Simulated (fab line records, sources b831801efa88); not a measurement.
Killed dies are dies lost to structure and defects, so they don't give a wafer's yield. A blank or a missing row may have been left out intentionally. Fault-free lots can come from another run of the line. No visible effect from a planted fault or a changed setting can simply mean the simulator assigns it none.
The tool behind it: which one?    flow sky130    72 wafers from 24 lots sampled at 5 of the route's 708 steps

WHAT THE GAUGES SHOWED, per wafer
SKY_METAL5_THK_MEAS_06: measures by xrf. Usual: for METAL5_ALCU_THK the level is 1127 nm and the standard deviation is 12.
lot   measured      on            METAL5_ALCU_THK (nm)  flag
L074  day 43 01:28  filmMetro-02  1132 1126 1136        
L075  day 43 04:02  filmMetro-04  1133 1117 1126        
L076  day 43 06:40  filmMetro-04  1137 1140 1139        
L077  day 43 20:02  filmMetro-04  1131 1124 1139        
L078  day 44 01:26  filmMetro-02  1105 1103 1118        
L079  day 44 12:38  filmMetro-02  1121 1112 1119        
L080  day 44 12:46  filmMetro-04  1120 1113 1119        
L081  day 44 16:34  filmMetro-02  1106 1111 1100        
L082  day 45 01:37  filmMetro-04  1139 1130 1133        
L083  day 45 09:35  filmMetro-02  1118 1129 1124        
L085  day 45 13:49  filmMetro-04  1122 1133 1131        
L084  day 45 19:22  filmMetro-04  1135 1130 1131        
L086  day 45 21:46  filmMetro-02  1128 1129 1119        
L087  day 46 06:46  filmMetro-04  1122 1130 1135        
L088  day 46 08:16  filmMetro-04  1144 1144 1154        
L089  day 46 14:50  filmMetro-01  1113 1133 1131        
L090  day 47 04:44  filmMetro-04  1148 1142 1134        
L091  day 47 15:08  filmMetro-01  1140 1131 1137        
L093  day 47 17:53  filmMetro-02  1121 1104 1131        
L092  day 47 18:44  filmMetro-01  1149 1132 1132        
L094  day 47 22:05  filmMetro-04  1114 1110 1125        
L095  day 48 05:19  filmMetro-02  1130 1127 1129        
L096  day 48 12:38  filmMetro-02  1124 1130 1120        
L097  day 48 15:10  filmMetro-02  1141 1140 1158        

TOOL THAT RAN EACH LOT (tool first, then ch and the chambers of the sampled wafers, then the start)
lot   SKY_METAL1_ETCH_18                SKY_VIA3_ETCH_15                   SKY_METAL4_SPUTTER_00        SKY_VIA4_CMP_02
L074  rieMetal-02 ch 0,1, day 32 23:43  rieDiel-02 ch 0,1,3, day 39 20:53  pvdSputter-01, day 39 22:16  cmp-01 ch 0,1,2, day 42 00:12
L075  rieMetal-02 ch 0,1, day 33 06:13  rieDiel-01 ch 1,2,3, day 40 00:01  pvdSputter-03, day 40 01:20  cmp-02 ch 1,3, day 42 03:07
L076  rieMetal-01 ch 0,1, day 33 06:38  rieDiel-04 ch 0,1,3, day 40 04:00  pvdSputter-03, day 40 05:20  cmp-02 ch 0,2,3, day 42 05:53
L077  rieMetal-03 ch 1, day 34 00:53    rieDiel-02 ch 0,1, day 40 17:16    pvdSputter-03, day 40 18:47  cmp-01 ch 1,2,3, day 42 19:49
L078  rieMetal-03 ch 0,1, day 34 06:41  rieDiel-02 ch 1,2,3, day 40 23:05  pvdSputter-02, day 41 00:22  cmp-01 ch 0,1, day 43 00:58
L079  rieMetal-02 ch 0,1, day 34 17:05  rieDiel-01 ch 0,1,3, day 41 09:54  pvdSputter-03, day 41 11:13  cmp-01 ch 0,1,2, day 43 12:08
L080  rieMetal-01 ch 0,1, day 34 20:40  rieDiel-01 ch 1,3, day 41 11:03    pvdSputter-01, day 41 12:22  cmp-02 ch 0,1,3, day 43 12:26
L081  rieMetal-02 ch 0,1, day 34 23:47  rieDiel-04 ch 0,1, day 41 15:45    pvdSputter-03, day 41 17:04  cmp-01 ch 0,1,2, day 43 16:58
L082  rieMetal-01 ch 0,1, day 35 09:47  rieDiel-01 ch 0,1,2, day 42 01:10  pvdSputter-02, day 42 02:29  cmp-01 ch 0,2,3, day 44 01:52
L083  rieMetal-01 ch 0,1, day 35 17:25  rieDiel-01 ch 0,1, day 42 08:33    pvdSputter-02, day 42 09:52  cmp-02 ch 2,3, day 44 10:32
L085  rieMetal-02 ch 1, day 36 01:37    rieDiel-01 ch 1,2, day 42 12:54    pvdSputter-03, day 42 14:15  cmp-01 ch 0,2,3, day 44 13:47
L084  rieMetal-03 ch 0,1, day 36 02:34  rieDiel-04 ch 0,3, day 42 16:57    pvdSputter-03, day 42 18:18  cmp-02 ch 2,3, day 44 21:01
L086  rieMetal-02 ch 0,1, day 36 09:53  rieDiel-01 ch 1,3, day 42 22:21    pvdSputter-02, day 42 23:42  cmp-02 ch 0,2, day 44 22:57
L087  rieMetal-01 ch 0,1, day 36 18:16  rieDiel-04 ch 0,1,3, day 43 07:33  pvdSputter-01, day 43 08:52  cmp-02 ch 0,1,3, day 45 06:20
L088  rieMetal-02 ch 0,1, day 36 22:31  rieDiel-02 ch 0,1,2, day 43 07:54  pvdSputter-03, day 43 09:17  cmp-02 ch 2,3, day 45 06:58
L089  rieMetal-03 ch 0,1, day 37 10:38  rieDiel-02 ch 1,3, day 43 18:34    pvdSputter-01, day 43 20:21  cmp-01 ch 1,2, day 45 17:14
L090  rieMetal-03 ch 0,1, day 37 21:50  rieDiel-01 ch 0,1,3, day 44 07:07  pvdSputter-02, day 44 08:29  cmp-02 ch 0,1,2, day 46 06:34
L091  rieMetal-03 ch 0,1, day 38 15:56  rieDiel-04 ch 0,2,3, day 44 20:54  pvdSputter-02, day 44 22:13  cmp-02 ch 0,1,2, day 46 17:19
L093  rieMetal-01 ch 1, day 38 16:50    rieDiel-01 ch 0,3, day 44 22:10    pvdSputter-01, day 44 23:30  cmp-02 ch 0,2,3, day 46 20:08
L092  rieMetal-03 ch 0,1, day 38 17:43  rieDiel-04 ch 0,1,2, day 44 22:45  pvdSputter-01, day 45 00:04  cmp-01 ch 1,2,3, day 46 21:07
L094  rieMetal-01 ch 0,1, day 38 20:52  rieDiel-01 ch 0,2,3, day 45 02:37  pvdSputter-02, day 45 03:57  cmp-02 ch 0,1,3, day 47 00:55
L095  rieMetal-03 ch 0,1, day 39 08:20  rieDiel-01 ch 0,1,3, day 45 11:09  pvdSputter-03, day 45 12:28  cmp-01 ch 0,3, day 47 08:08
L096  rieMetal-01 ch 0,1, day 39 14:19  rieDiel-01 ch 0,1,3, day 45 19:33  pvdSputter-01, day 45 20:55  cmp-01 ch 1,2,3, day 47 15:13
L097  rieMetal-03 ch 0,1, day 39 21:11  rieDiel-04 ch 0,1,3, day 45 23:03  pvdSputter-01, day 46 00:22  cmp-01 ch 1,2,3, day 47 18:57
- SKY_METAL1_ETCH_18: etches BARC in N2/H2, stops on SiO2, time 45.9 s, target depth 60 nm.
- SKY_VIA3_ETCH_15: etches SiO2 in C4F8/O2/Ar, stops on TiN, target depth 507 nm, time 78 s.
- SKY_METAL4_SPUTTER_00: material Ti, target thk 15 nm, time 10 s.
- SKY_VIA4_CMP_02: polishes SiO2.

AS READ BY THE TOOLS THEMSELVES (means over the sampled wafers that have a number; for cases with no such wafer, the mark the record gives instead)
SKY_METAL1_ETCH_18. Usual: drypumpMotorCurrentA 5.53 A, standard deviation 0.23; oesProductAu 0.855 a.u., standard deviation 0.0041; throttleValvePct 13.226 %, standard deviation 0.0093.
lot   tool         drypumpMotorCurrentA (A)  oesProductAu (a.u.)  throttleValvePct (%)  flag
L074  rieMetal-02  5.35                      0.854                13.217                
L075  rieMetal-02  5.35                      0.853                13.230                
L076  rieMetal-01  5.48                      0.852                13.231                
L077  rieMetal-03  5.77                      0.855                13.232                
L078  rieMetal-03  5.70                      0.852                13.235                
L079  rieMetal-02  5.22                      0.858                13.226                
L080  rieMetal-01  5.49                      0.851                13.218                
L081  rieMetal-02  5.33                      0.858                13.221                
L082  rieMetal-01  5.47                      0.855                13.234                
L083  rieMetal-01  5.47                      0.855                13.233                
L085  rieMetal-02  5.44                      0.855                13.225                
L084  rieMetal-03  5.69                      0.858                13.227                
L086  rieMetal-02  5.22                      0.852                13.229                
L087  rieMetal-01  5.47                      0.855                13.216                
L088  rieMetal-02  5.25                      0.851                13.220                
L089  rieMetal-03  5.67                      0.855                13.224                
L090  rieMetal-03  5.67                      0.852                13.228                
L091  rieMetal-03  5.70                      0.855                13.228                
L093  rieMetal-01  5.34                      0.857                13.231                
L092  rieMetal-03  5.67                      0.852                13.228                
L094  rieMetal-01  5.48                      0.858                13.226                
L095  rieMetal-03  5.70                      0.859                13.228                
L096  rieMetal-01  5.49                      0.851                13.224                
L097  rieMetal-03  5.68                      0.857                13.210                

SKY_VIA3_ETCH_15. Usual: oesProductAu reads 0.946 a.u. (standard deviation 0.0049).
lot   tool        oesProductAu (a.u.)  flag
L074  rieDiel-02  0.953                
L075  rieDiel-01  0.948                
L076  rieDiel-04  0.949                
L077  rieDiel-02  0.945                
L078  rieDiel-02  0.944                
L079  rieDiel-01  0.942                
L080  rieDiel-01  0.944                
L081  rieDiel-04  0.942                
L082  rieDiel-01  0.947                
L083  rieDiel-01  0.944                
L085  rieDiel-01  0.943                
L084  rieDiel-04  0.946                
L086  rieDiel-01  0.945                
L087  rieDiel-04  0.948                
L088  rieDiel-02  0.945                
L089  rieDiel-02  0.944                
L090  rieDiel-01  0.949                
L091  rieDiel-04  0.946                
L093  rieDiel-01  0.942                
L092  rieDiel-04  0.941                
L094  rieDiel-01  0.948                
L095  rieDiel-01  0.946                
L096  rieDiel-01  0.946                
L097  rieDiel-04  0.947                

SKY_METAL4_SPUTTER_00. Usual: throttleValvePct reads 30.1 % (standard deviation 0.91).
lot   tool           throttleValvePct (%)  flag
L074  pvdSputter-01  29.2                  
L075  pvdSputter-03  30.4                  
L076  pvdSputter-03  30.4                  
L077  pvdSputter-03  30.5                  
L078  pvdSputter-02  29.4                  
L079  pvdSputter-03  31.2                  
L080  pvdSputter-01  29.2                  
L081  pvdSputter-03  30.0                  
L082  pvdSputter-02  30.4                  
L083  pvdSputter-02  29.9                  
L085  pvdSputter-03  30.7                  
L084  pvdSputter-03  29.9                  
L086  pvdSputter-02  30.3                  
L087  pvdSputter-01  29.3                  
L088  pvdSputter-03  30.6                  
L089  pvdSputter-01  29.5                  
L090  pvdSputter-02  30.2                  
L091  pvdSputter-02  30.3                  
L093  pvdSputter-01  29.7                  
L092  pvdSputter-01  29.3                  
L094  pvdSputter-02  30.5                  
L095  pvdSputter-03  30.4                  
L096  pvdSputter-01  29.7                  
L097  pvdSputter-01  29.8                  

SKY_VIA4_CMP_02. Usual: headPressurePsi 4.000 psi, standard deviation 0.0088; motorCurrentA 12.1 A, standard deviation 1.4; platenRpm 60.00 rpm, standard deviation 0.044.
lot   tool    headPressurePsi (psi)  motorCurrentA (A)  platenRpm (rpm)  flag
L074  cmp-01  3.992                  11.3               60.02            
L075  cmp-02  3.996                  12.4               60.01            
L076  cmp-02  4.002                  12.2               59.99            
L077  cmp-01  4.006                  12.2               60.01            
L078  cmp-01  4.002                  11.4               60.02            
L079  cmp-01  3.999                  11.2               59.94            
L080  cmp-02  4.008                  12.7               59.97            
L081  cmp-01  4.004                  11.4               60.03            
L082  cmp-01  4.005                  12.5               59.98            
L083  cmp-02  4.000                  11.2               60.03            
L085  cmp-01  4.004                  13.0               60.05            
L084  cmp-02  3.996                  10.8               60.00            
L086  cmp-02  4.007                  12.5               59.98            
L087  cmp-02  3.995                  12.7               60.04            
L088  cmp-02  3.988                  11.2               59.99            
L089  cmp-01  4.002                  10.8               59.95            
L090  cmp-02  4.002                  12.1               59.99            
L091  cmp-02  3.999                  12.2               60.03            
L093  cmp-02  4.005                  11.9               60.01            
L092  cmp-01  3.999                  12.2               60.03            
L094  cmp-02  4.000                  13.1               59.96            
L095  cmp-01  3.990                  13.3               60.03            
L096  cmp-01  4.004                  12.0               60.04            
L097  cmp-01  4.011                  12.3               59.99            

THE ANSWER, worked out from the rows above alone
Rule: a lot counts as off when the mean over its wafers that have a number is more than 3 standard deviations away from the usual mean. Also off: a lot with no number at a reading for which 4 or more lots have one. All remaining lots with rows at the step are treated as sound. After the gauges, taken in route order, come the tools' own readings; for these a lot's mean is taken, as printed above. At the first step where some lot is off, the reading lying furthest off is the one used; lots without a number count as furthest.
None of the lots is off at any reading shown; this tells nothing.

WHAT THE SIMULATOR HAD PUT IN
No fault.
